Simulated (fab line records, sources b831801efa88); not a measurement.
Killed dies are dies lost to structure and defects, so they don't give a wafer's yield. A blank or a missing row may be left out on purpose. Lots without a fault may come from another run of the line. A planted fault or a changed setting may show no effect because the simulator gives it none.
fab line records | flow sky130 | part 1 of 2: steps 1 to 34 of 46
record lots=5 wafers=15 last_day=50
route steps=708 shown LDD_HVN@270 LDD_HVP@278 LDD_LDN@289 SPACER@304 POLY_CUT@307
lots that met no fault: from a run of the same line without faults
start_h: hours from the record's first day to the start of the lot's first wafer shown | wait_h: hours since the lot's step before | " the same as in the row above | L1.1+2: a row that stands for several wafers | - no value, or no start given | * or withheld: withheld | < > ~ a bound
route shown NAME@n: a module of which the file shows steps, and the number in the route of the first | usual: mean/standard deviation of fault-free wafers | same: alike in all rows | chamber/n: place in a boat | sites: the reading at each site | _std_site: their standard deviation | _edge_site: outer sites' mean less inner sites' | radius_mm: how far each site lies from the wafer's centre | mask NAME#n: copy n | behind: the tool/chamber that last shaped the wafer | hold: why the lot was held/for how many hours/how that ended | device: the transistor (n, p or np) that didn't switch | end of line: the same wafers' tests at the end of the route | a step without rows: its recipe alone | killed: dies lost to structure and defects at the first sort, not the wafer's yield | map: a wafer's dies, x killed, . not, _ none there
set.NAME: the setting as run; set.NAME@STEP: as run at that earlier step | model.NAME: the simulator's own value behind a step, which no gauge read
lots at some steps of the route; a table a step, a row a wafer
services: from which hour (start_h, from the record's first day; less than 0 if before it) a tool's chamber was out of use, for how many hours, and why
## steps
# step SKY_LDD_HVN_SOFTBAKE_03
# recipe temp_c=90 time_s=60 resist=NOVOLAK
# columns lot.wafer tool chamber start_h wait_h
L080.1+5+6 litho_track-02 0 506.02 0.1
L082.3+5+6 litho_track-04 0 524.87 0.1
L089.1+3+6 litho_track-04 0 587.82 0.1
L090.2+4+6 litho_track-02 0 598.30 0.1
L097.2+4+5 litho_track-04 0 642.69 0.1
# step SKY_LDD_HVN_EXPOSE_04
# recipe mask_id=HVNTM na=0.6 source_shape=conventional sigma_outer=0.6 polarization=unpolarized target_cd_nm=700 dose_mj=127
# usual focus_offset_nm=0.0/0.52
# columns lot.wafer tool chamber start_h wait_h mask focus_offset_nm
L080.1 iline_stepper-02 0 - - HVNTM#0 0.3
L080.5 " 0 " " HVNTM#0 -0.3
L080.6 " 0 " " HVNTM#0 0.5
L082.3 iline_stepper-01 0 - - HVNTM#0 0.5
L082.5 " 0 " " HVNTM#0 0.5
L082.6 " 0 " " HVNTM#0 0.4
L089.1 iline_stepper-01 0 - - HVNTM#0 -0.3
L089.3 " 0 " " HVNTM#0 -0.1
L089.6 " 0 " " HVNTM#0 -0.3
L090.2 iline_stepper-01 0 - - HVNTM#0 0.7
L090.4 " 0 " " HVNTM#0 0.8
L090.6 " 0 " " HVNTM#0 0.7
L097.2 iline_stepper-01 0 - - HVNTM#0 0.0
L097.4 " 0 " " HVNTM#0 -1.0
L097.5 " 0 " " HVNTM#0 -0.6
# step SKY_LDD_HVN_PEB_05
# recipe temp_c=withheld time_s=* resist=NOVOLAK
# columns lot.wafer tool chamber start_h wait_h
L080.1+5+6 litho_track-02 0 - -
L082.3+5+6 litho_track-01 0 - -
L089.1+3+6 litho_track-01 0 - -
L090.2+4+6 litho_track-01 0 - -
L097.2+4+5 litho_track-01 0 - -
# step SKY_LDD_HVN_DEVELOP_06
# recipe resist=NOVOLAK developer=TMAH develop_time_s=60 dev_temp_c=23
# same develop_time_s=60
# columns lot.wafer tool chamber start_h wait_h
L080.1+5+6 litho_track-02 0 521.12 0.1
L082.3+5+6 litho_track-01 0 540.14 0.1
L089.1+3+6 litho_track-01 0 602.64 0.1
L090.2+4+6 litho_track-01 0 612.61 0.1
L097.2+4+5 litho_track-01 0 657.46 0.1
# step SKY_LDD_HVN_OVL_MEAS_07
# usual LDD_HVN_OVL=-1.2/1.5
# columns lot.wafer tool chamber start_h wait_h LDD_HVN_OVL[nm]
L080.1 overlay-01 - 521.29 0.1 -1.2
L080.5 " - " " -1.1
L080.6 " - " " -1.7
L082.3 overlay-01 - 540.25 0.1 -1.0
L082.5 " - " " -0.9
L082.6 " - " " -1.3
L089.1 overlay-01 - 602.79 0.1 -5.5
L089.3 " - " " -1.5
L089.6 " - " " -3.1
L090.2 overlay-01 - 612.74 0.1 -2.1
L090.4 " - " " -2.0
L090.6 " - " " -1.2
L097.2 overlay-01 - 657.59 0.1 0.2
L097.4 " - " " 0.3
L097.5 " - " " -1.0
# step SKY_LDD_HVN_IMPLANT_08
# recipe species=P energy_kev=60 dose_cm2=3e+13 tilt_deg=40
# columns lot.wafer tool chamber start_h wait_h
L080.1+5+6 implanter-03 0 521.33 0.0
L082.3+5+6 implanter-03 0 540.32 0.1
L089.1+3+6 implanter-01 0 602.82 0.0
L090.2+4+6 implanter-01 0 612.80 0.0
L097.2+4+5 implanter-04 0 657.65 0.0
# step SKY_LDD_HVN_STRIP_09
# recipe chemistry=O2/N2 power_w=1400 pressure_mtorr=1500 platen_temp_c=withheld o2_flow_sccm=3000 n2_flow_sccm=300 overash_fraction=0.5
# usual drypump_motor_current_A=5.5/0.4 oes_product_au=0.409/0.0041 strip_time_to_endpoint_s=4.136/0.014
# columns lot.wafer tool chamber start_h wait_h drypump_motor_current_A oes_product_au rf_hours_counter_h strip_time_to_endpoint_s
L080.1 plasma_asher-04 1 521.48 0.1 5.0 0.411 81 4.141
L080.5 " 0 " " 6.0 0.411 - 4.159
L080.6 " 1 " " 5.0 0.406 - 4.143
L082.3 plasma_asher-03 0 540.46 0.1 5.1 0.410 - 4.126
L082.5 " 1 " " 5.9 0.411 - 4.142
L082.6 " 0 " " 5.0 0.408 - 4.143
L089.1 plasma_asher-02 1 602.97 0.1 5.2 0.409 49 4.144
L089.3 " 1 " " 5.3 0.413 - 4.128
L089.6 " 0 " " 5.6 0.407 - 4.120
L090.2 plasma_asher-03 1 612.92 0.1 5.9 0.404 81 4.137
L090.4 " 1 " " 5.9 0.411 - 4.175
L090.6 " 0 " " 5.1 0.415 - 4.171
L097.2 plasma_asher-03 0 657.77 0.1 5.0 0.406 86 4.159
L097.4 " 0 " " 5.1 0.415 - 4.145
L097.5 " 0 " " 5.1 0.400 - 4.162
# step SKY_LDD_HVN_TW_MEAS_10
# usual LDD_HVN_TW=1433/19
# columns lot.wafer tool chamber start_h wait_h LDD_HVN_TW
L080.1 film_metro-02 - 521.58 0.1 1419
L080.5 " - " " 1410
L080.6 " - " " 1407
L082.3 film_metro-04 - 540.54 0.1 1454
L082.5 " - " " 1452
L082.6 " - " " 1454
L089.1 film_metro-01 - 603.07 0.1 1432
L089.3 " - " " 1434
L089.6 " - " " 1436
L090.2 film_metro-01 - 613.03 0.1 1429
L090.4 " - " " 1434
L090.6 " - " " 1424
L097.2 film_metro-02 - 657.88 0.1 1412
L097.4 " - " " 1416
L097.5 " - " " 1415
# step SKY_LDD_HVP_DEHYDRATE_00
# recipe temp_c=200 time_s=60
# columns lot.wafer tool chamber start_h wait_h
L080.1+5+6 litho_track-02 0 536.22 14.6
L082.3+5+6 litho_track-01 0 554.44 13.9
L089.1+3+6 litho_track-01 0 616.64 13.6
L090.2+4+6 litho_track-02 0 627.05 14.0
L097.2+4+5 litho_track-01 0 671.06 13.2
# step SKY_LDD_HVP_HMDS_01
# recipe prime_time_s=60 prime_temp_c=120
# columns lot.wafer tool chamber start_h wait_h
L080.1+5+6 litho_track-02 0 536.37 0.1
L082.3+5+6 litho_track-01 0 554.59 0.1
L089.1+3+6 litho_track-01 0 616.79 0.1
L090.2+4+6 litho_track-02 0 627.20 0.1
L097.2+4+5 litho_track-01 0 671.21 0.1
# step SKY_LDD_HVP_COAT_02
# recipe resist=NOVOLAK spin_rpm=3000 resist_thk_nm=300
# columns lot.wafer tool chamber start_h wait_h
L080.1+5+6 litho_track-02 0 536.52 0.1
L082.3+5+6 litho_track-01 0 554.74 0.1
L089.1+3+6 litho_track-01 0 616.94 0.1
L090.2+4+6 litho_track-02 0 627.35 0.1
L097.2+4+5 litho_track-01 0 671.36 0.1
# step SKY_LDD_HVP_SOFTBAKE_03
# recipe temp_c=90 time_s=60 resist=NOVOLAK
# columns lot.wafer tool chamber start_h wait_h
L080.1+5+6 litho_track-02 0 536.67 0.1
L082.3+5+6 litho_track-01 0 554.89 0.1
L089.1+3+6 litho_track-01 0 617.09 0.1
L090.2+4+6 litho_track-02 0 627.50 0.1
L097.2+4+5 litho_track-01 0 671.51 0.1
# step SKY_LDD_HVP_EXPOSE_04
# recipe mask_id=HVPTM na=0.6 source_shape=conventional sigma_outer=0.6 polarization=unpolarized target_cd_nm=700 dose_mj=86
# usual focus_offset_nm=0.0/0.52
# columns lot.wafer tool chamber start_h wait_h mask focus_offset_nm
L080.1 iline_stepper-01 0 - - HVPTM#0 0.2
L080.5 " 0 " " HVPTM#0 -0.8
L080.6 " 0 " " HVPTM#0 0.2
L082.3 iline_stepper-02 0 - - HVPTM#0 0.2
L082.5 " 0 " " HVPTM#0 -0.3
L082.6 " 0 " " HVPTM#0 0.2
L089.1 iline_stepper-02 0 - - HVPTM#0 0.7
L089.3 " 0 " " HVPTM#0 -0.1
L089.6 " 0 " " HVPTM#0 -0.1
L090.2 iline_stepper-02 0 - - HVPTM#0 -0.7
L090.4 " 0 " " HVPTM#0 -0.3
L090.6 " 0 " " HVPTM#0 -0.7
L097.2 iline_stepper-02 0 - - HVPTM#0 0.4
L097.4 " 0 " " HVPTM#0 0.5
L097.5 " 0 " " HVPTM#0 -0.1
# step SKY_LDD_HVP_PEB_05
# recipe temp_c=withheld time_s=* resist=NOVOLAK
# columns lot.wafer tool chamber start_h wait_h
L080.1+5+6 litho_track-01 0 - -
L082.3+5+6 litho_track-03 0 - -
L089.1+3+6 litho_track-03 0 - -
L090.2+4+6 litho_track-02 0 - -
L097.2+4+5 litho_track-02 0 - -
# step SKY_LDD_HVP_DEVELOP_06
# recipe resist=NOVOLAK developer=TMAH develop_time_s=60 dev_temp_c=23
# same develop_time_s=60
# columns lot.wafer tool chamber start_h wait_h
L080.1+5+6 litho_track-01 0 551.64 0.1
L082.3+5+6 litho_track-03 0 569.50 0.1
L089.1+3+6 litho_track-03 0 631.45 0.1
L090.2+4+6 litho_track-02 0 641.50 0.1
L097.2+4+5 litho_track-02 0 685.40 0.1
# step SKY_LDD_HVP_OVL_MEAS_07
# usual LDD_HVP_OVL=0.6/1.3
# columns lot.wafer tool chamber start_h wait_h LDD_HVP_OVL[nm]
L080.1 overlay-01 - 551.79 0.1 1.1
L080.5 " - " " -0.4
L080.6 " - " " 0.3
L082.3 overlay-01 - 569.61 0.1 -1.2
L082.5 " - " " -1.7
L082.6 " - " " -0.9
L089.1 overlay-01 - 631.60 0.1 1.1
L089.3 " - " " 1.2
L089.6 " - " " 1.2
L090.2 overlay-02 - 641.63 0.1 1.8
L090.4 " - " " -1.7
L090.6 " - " " -1.8
L097.2 overlay-02 - 685.53 0.1 1.1
L097.4 " - " " -0.3
L097.5 " - " " -0.3
# step SKY_LDD_HVP_IMPLANT_08
# recipe species=B energy_kev=19.78 dose_cm2=1.7e+13 tilt_deg=17.9
# columns lot.wafer tool chamber start_h wait_h
L080.1+5+6 implanter-01 0 551.82 0.0
L082.3+5+6 implanter-02 0 569.69 0.1
L089.1+3+6 implanter-02 0 631.64 0.0
L090.2+4+6 implanter-02 0 641.68 0.0
L097.2+4+5 implanter-01 0 685.58 0.0
# step SKY_LDD_HVP_STRIP_09
# recipe chemistry=O2/N2 power_w=1400 pressure_mtorr=1500 platen_temp_c=withheld o2_flow_sccm=3000 n2_flow_sccm=300 overash_fraction=0.5
# usual drypump_motor_current_A=5.53/0.26 oes_product_au=0.408/0.0048 strip_time_to_endpoint_s=4.134/0.013
# columns lot.wafer tool chamber start_h wait_h drypump_motor_current_A oes_product_au rf_hours_counter_h strip_time_to_endpoint_s
L080.1 plasma_asher-01 0 551.97 0.1 5.71 0.409 11 4.151
L080.5 " 0 " " 5.71 0.411 - 4.152
L080.6 " 1 " " 5.63 0.413 - 4.148
L082.3 plasma_asher-02 0 569.82 0.1 5.67 0.404 - 4.114
L082.5 " 0 " " 5.65 0.406 - 4.130
L082.6 " 1 " " 5.24 0.399 - 4.130
L089.1 plasma_asher-02 1 631.79 0.1 5.24 0.416 51 4.149
L089.3 " 1 " " 5.24 0.411 - 4.137
L089.6 " 0 " " 5.65 0.403 - 4.149
L090.2 plasma_asher-02 1 641.81 0.1 5.24 0.396 53 4.128
L090.4 " 1 " " 5.24 0.403 - 4.132
L090.6 " 0 " " 5.66 0.413 - 4.106
L097.2 plasma_asher-02 0 685.71 0.1 5.62 0.406 58 4.131
L097.4 " 1 " " 5.27 0.405 - 4.111
L097.5 " 0 " " 5.64 0.412 - 4.128
# step SKY_LDD_HVP_TW_MEAS_10
# usual LDD_HVP_TW=455/5.9
# columns lot.wafer tool chamber start_h wait_h LDD_HVP_TW
L080.1 film_metro-02 - 552.07 0.1 448
L080.5 " - " " 448
L080.6 " - " " 450
L082.3 film_metro-02 - 569.91 0.1 449
L082.5 " - " " 446
L082.6 " - " " 445
L089.1 film_metro-03 - 631.89 0.1 456
L089.3 " - " " 454
L089.6 " - " " 457
L090.2 film_metro-02 - 641.92 0.1 445
L090.4 " - " " 443
L090.6 " - " " 446
L097.2 film_metro-03 - 685.82 0.1 456
L097.4 " - " " 459
L097.5 " - " " 458
# step SKY_LDD_LDN_DEHYDRATE_00
# recipe temp_c=200 time_s=60
# columns lot.wafer tool chamber start_h wait_h
L080.1+5+6 litho_track-03 0 566.05 14.0
L082.3+5+6 litho_track-01 0 584.14 14.2
L089.1+3+6 litho_track-04 0 645.72 13.8
L090.2+4+6 litho_track-01 0 656.06 14.1
L097.2+4+5 litho_track-04 0 699.24 13.4
# step SKY_LDD_LDN_HMDS_01
# recipe prime_time_s=60 prime_temp_c=120
# columns lot.wafer tool chamber start_h wait_h
L080.1+5+6 litho_track-03 0 566.20 0.1
L082.3+5+6 litho_track-01 0 584.29 0.1
L089.1+3+6 litho_track-04 0 645.87 0.1
L090.2+4+6 litho_track-01 0 656.21 0.1
L097.2+4+5 litho_track-04 0 699.39 0.1
# step SKY_LDD_LDN_COAT_02
# recipe resist=NOVOLAK spin_rpm=3000 resist_thk_nm=1140
# columns lot.wafer tool chamber start_h wait_h
L080.1+5+6 litho_track-03 0 566.35 0.1
L082.3+5+6 litho_track-01 0 584.44 0.1
L089.1+3+6 litho_track-04 0 646.02 0.1
L090.2+4+6 litho_track-01 0 656.36 0.1
L097.2+4+5 litho_track-04 0 699.54 0.1
# step SKY_LDD_LDN_SOFTBAKE_03
# recipe temp_c=90 time_s=60 resist=NOVOLAK
# columns lot.wafer tool chamber start_h wait_h
L080.1+5+6 litho_track-03 0 566.50 0.1
L082.3+5+6 litho_track-01 0 584.59 0.1
L089.1+3+6 litho_track-04 0 646.17 0.1
L090.2+4+6 litho_track-01 0 656.51 0.1
L097.2+4+5 litho_track-04 0 699.69 0.1
# step SKY_LDD_LDN_EXPOSE_04
# recipe mask_id=LDNTM na=0.6 source_shape=conventional sigma_outer=0.6 polarization=unpolarized target_cd_nm=700 dose_mj=140
# usual focus_offset_nm=-0.1/0.66
# columns lot.wafer tool chamber start_h wait_h mask focus_offset_nm
L080.1 iline_stepper-02 0 - - LDNTM#0 0.2
L080.5 " 0 " " LDNTM#0 -0.1
L080.6 " 0 " " LDNTM#0 0.6
L082.3 iline_stepper-02 0 - - LDNTM#0 0.2
L082.5 " 0 " " LDNTM#0 0.4
L082.6 " 0 " " LDNTM#0 0.0
L089.1 iline_stepper-01 0 - - LDNTM#0 -0.9
L089.3 " 0 " " LDNTM#0 -0.3
L089.6 " 0 " " LDNTM#0 -0.4
L090.2 iline_stepper-02 0 - - LDNTM#0 0.5
L090.4 " 0 " " LDNTM#0 0.4
L090.6 " 0 " " LDNTM#0 -0.5
L097.2 iline_stepper-01 0 - - LDNTM#0 -0.1
L097.4 " 0 " " LDNTM#0 0.1
L097.5 " 0 " " LDNTM#0 0.2
# step SKY_LDD_LDN_PEB_05
# recipe temp_c=withheld time_s=* resist=NOVOLAK
# columns lot.wafer tool chamber start_h wait_h
L080.1+5+6 litho_track-04 0 - -
L082.3+5+6 litho_track-01 0 - -
L089.1+3+6 litho_track-03 0 - -
L090.2+4+6 litho_track-01 0 - -
L097.2+4+5 litho_track-04 0 - -
# step SKY_LDD_LDN_DEVELOP_06
# recipe resist=NOVOLAK developer=TMAH develop_time_s=60 dev_temp_c=23
# same develop_time_s=60
# columns lot.wafer tool chamber start_h wait_h
L080.1+5+6 litho_track-04 0 581.32 0.1
L082.3+5+6 litho_track-01 0 598.89 0.1
L089.1+3+6 litho_track-03 0 660.10 0.1
L090.2+4+6 litho_track-01 0 670.56 0.1
L097.2+4+5 litho_track-04 0 713.64 0.1
# step SKY_LDD_LDN_OVL_MEAS_07
# usual LDD_LDN_OVL=0.9/1.3
# columns lot.wafer tool chamber start_h wait_h LDD_LDN_OVL[nm]
L080.1 overlay-01 - 581.47 0.1 1.4
L080.5 " - " " 2.7
L080.6 " - " " 1.6
L082.3 overlay-01 - 599.00 0.1 2.0
L082.5 " - " " 0.5
L082.6 " - " " 0.0
L089.1 overlay-01 - 660.25 0.1 1.2
L089.3 " - " " 0.8
L089.6 " - " " 1.6
L090.2 overlay-02 - 670.69 0.1 1.5
L090.4 " - " " -0.6
L090.6 " - " " 0.8
L097.2 overlay-02 - 713.77 0.1 1.8
L097.4 " - " " 1.0
L097.5 " - " " 1.6
# step SKY_LDD_LDN_IMPLANT_08
# recipe species=As energy_kev=15 dose_cm2=1.25e+13 tilt_deg=withheld rotation_deg=23
# columns lot.wafer tool chamber start_h wait_h
L080.1+5+6 implanter-03 0 581.50 0.0
L082.3+5+6 implanter-02 0 599.07 0.1
L089.1+3+6 implanter-03 0 660.29 0.0
L090.2+4+6 implanter-02 0 670.75 0.0
L097.2+4+5 implanter-03 0 713.83 0.0
# step SKY_LDD_LDN_IMPLANT_09
# recipe species=As energy_kev=15 dose_cm2=1.25e+13 tilt_deg=withheld rotation_deg=113
# columns lot.wafer tool chamber start_h wait_h
L080.1+5+6 implanter-03 0 581.65 0.1
L082.3+5+6 implanter-02 0 599.22 0.1
L089.1+3+6 implanter-03 0 660.44 0.1
L090.2+4+6 implanter-02 0 670.90 0.1
L097.2+4+5 implanter-03 0 713.98 0.1
# step SKY_LDD_LDN_IMPLANT_10
# recipe species=As energy_kev=15 dose_cm2=1.25e+13 tilt_deg=withheld rotation_deg=203
# columns lot.wafer tool chamber start_h wait_h
L080.1+5+6 implanter-03 0 581.80 0.1
L082.3+5+6 implanter-02 0 599.37 0.1
L089.1+3+6 implanter-03 0 660.59 0.1
L090.2+4+6 implanter-02 0 671.05 0.1
L097.2+4+5 implanter-03 0 714.13 0.1
# step SKY_LDD_LDN_IMPLANT_11
# recipe species=As energy_kev=15 dose_cm2=1.25e+13 tilt_deg=withheld rotation_deg=293
# columns lot.wafer tool chamber start_h wait_h
L080.1+5+6 implanter-03 0 581.95 0.1
L082.3+5+6 implanter-02 0 599.52 0.1
L089.1+3+6 implanter-03 0 660.74 0.1
L090.2+4+6 implanter-02 0 671.20 0.1
L097.2+4+5 implanter-03 0 714.28 0.1
# step SKY_LDD_LDN_STRIP_12
# recipe chemistry=O2/N2 power_w=1400 pressure_mtorr=1500 platen_temp_c=withheld o2_flow_sccm=3000 n2_flow_sccm=300 overash_fraction=0.5
# usual drypump_motor_current_A=5.52/0.27 oes_product_au=0.715/0.0048 strip_time_to_endpoint_s=14.21/0.045
# columns lot.wafer tool chamber start_h wait_h drypump_motor_current_A oes_product_au rf_hours_counter_h strip_time_to_endpoint_s
L080.1 plasma_asher-01 1 582.10 0.1 5.64 0.714 14 14.25
L080.5 " 1 " " 5.61 0.715 - 14.28
L080.6 " 0 " " 5.76 0.716 - 14.23
L082.3 plasma_asher-01 0 599.66 0.1 5.73 0.716 - 14.12
L082.5 " 0 " " 5.71 0.718 - 14.17
L082.6 " 1 " " 5.64 0.715 - 14.14
L089.1 plasma_asher-02 0 660.89 0.1 5.67 0.712 55 14.25
L089.3 " 0 " " 5.63 0.715 - 14.27
L089.6 " 1 " " 5.24 0.706 - 14.27
L090.2 plasma_asher-02 1 671.32 0.1 5.25 0.720 57 14.10
L090.4 " 0 " " 5.64 0.707 - 14.17
L090.6 " 1 " " 5.23 0.707 - 14.18
L097.2 plasma_asher-02 0 714.40 0.1 5.64 0.724 60 14.20
L097.4 " 0 " " 5.67 0.714 - 14.21
L097.5 " 1 " " 5.23 0.715 - 14.20
# step SKY_LDD_LDN_TW_MEAS_13
# usual LDD_LDN_TW=1487/9.9
# columns lot.wafer tool chamber start_h wait_h LDD_LDN_TW
L080.1 film_metro-01 - 582.20 0.1 1481
L080.5 " - " " 1484
L080.6 " - " " 1483
L082.3 film_metro-01 - 599.74 0.1 1480
L082.5 " - " " 1482
L082.6 " - " " 1485
L089.1 film_metro-04 - 660.99 0.1 1500
L089.3 " - " " 1505
L089.6 " - " " 1491
L090.2 film_metro-01 - 671.43 0.1 1478
L090.4 " - " " 1478
L090.6 " - " " 1474
L097.2 film_metro-04 - 714.51 0.1 1490
L097.4 " - " " 1492
L097.5 " - " " 1484
# step SKY_LDD_LDN_CLEAN_14
# recipe chemistry=SC1/SC2 mix=1:4:20 temp_c=70 time_s=150 dry=n2_spin
# usual bath_guard_temp_C=69.9/0.5
# columns lot.wafer tool chamber start_h wait_h bath_guard_temp_C
L080.1 wet_bench-02 3 582.26 0.1 70.6
L080.5 " 3 " " 70.5
L080.6 " 3 " " 70.1
L082.3 wet_bench-04 1 599.78 0.0 69.0
L082.5 " 1 " " 69.0
L082.6 " 1 " " 68.5
L089.1 wet_bench-02 0 661.05 0.1 70.7
L089.3 " 0 " " 70.4
L089.6 " 0 " " 70.6
L090.2 wet_bench-04 3 671.48 0.0 70.2
L090.4 " 3 " " 70.0
L090.6 " 3 " " 69.7
L097.2 wet_bench-03 2 714.56 0.0 70.1
L097.4 " 2 " " 69.9
L097.5 " 2 " " 69.9
